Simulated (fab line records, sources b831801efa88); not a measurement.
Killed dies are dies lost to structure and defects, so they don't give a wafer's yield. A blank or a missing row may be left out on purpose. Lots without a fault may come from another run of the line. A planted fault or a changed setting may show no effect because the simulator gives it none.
A struck lot beside a sound one | flow sky130 | 14 steps out of a route of 708
Sound: wafers L316.1, L316.3, L316.5. Struck: wafers L311.2, L311.4, L311.6. The cause comes at the end.
At each step with rows: each side's tool, then ch and its chambers, then its first start. Under that, the readings that differ: sound wafers | struck wafers | difference of the means | sigmas: that difference in standard deviations of wafers without a fault.
alike: readings whose means differ by less than 2 such deviations, and words and numbers that are the same on both sides. not compared: withheld readings, readings that some wafer has no value for, bounds like >300 that may hide the same value, and numbers for which the record gives no deviation and whose values overlap.
The two part at a step that has a row with sigmas, a row that says differs or no value, or rows on one side only. Numbers that don't overlap but have no deviation are shown without sigmas and don't part them. A reading that every wafer of one side lacks parts them only if that side has two wafers or more.

first, 1 step without rows for these wafers: SKY_CAPM_DEVELOP_11 (develop time 60 s).
SKY_CAPM_OVL_MEAS_12:
  sound on overlay-02, day 42 23:50; struck on overlay-01, day 41 14:02
  alike: CAPM_OVL
SKY_CAPM_METAL_ETCH_13: etches TiN in Cl2/BCl3, stops on SiO2, target depth 220 nm, time 62.9 s.
  sound on rie_metal-04 ch 0,1, day 42 23:52; struck on rie_metal-04 ch 1, day 41 14:04
  alike: drypump_motor_current_A, oes_product_au, throttle_valve_pct
  not compared: rf_hours_counter_h
SKY_CAPM_STRIP_14: strips in O2/N2.
  sound on plasma_asher-03 ch 0,1, day 42 23:57; struck on plasma_asher-04 ch 0, day 41 14:09
  alike: drypump_motor_current_A, oes_product_au, strip_time_to_endpoint_s
  not compared: rf_hours_counter_h
then, 8 steps without rows for these wafers: SKY_CAPM_STRIP_15 (strips in post etch residue remover, time 1200 s); SKY_CAPM_CLEAN_16 (cleans in IPA, time 180 s); SKY_CAPM_CLEAN_17 (cleans in O3/DIW); SKY_METAL3_DEHYDRATE_05 (time 60 s); SKY_METAL3_HMDS_06 (prime time 60 s); SKY_METAL3_COAT_07 (resist thk 60 nm); SKY_METAL3_COAT_08 (resist thk 1140 nm); SKY_METAL3_SOFTBAKE_09 (time 90 s).
SKY_METAL3_EXPOSE_10: exposes mask MM3, target cd 300 nm.
  sound on krf_scanner-02 ch 0, day 43 12:21; struck on krf_scanner-01, day 42 03:12
  no value came back on the struck wafers for exposure_dose_mJ_cm2, focus_offset_nm (nm); on the sound wafers exposure_dose_mJ_cm2 reads 28.13 28.15 28.13
  alike: mask
then, 1 step without rows for these wafers: SKY_METAL3_PEB_11.

WHERE THEY PART
Only at SKY_METAL3_EXPOSE_10, within this record.

WHY: what the simulator had put in
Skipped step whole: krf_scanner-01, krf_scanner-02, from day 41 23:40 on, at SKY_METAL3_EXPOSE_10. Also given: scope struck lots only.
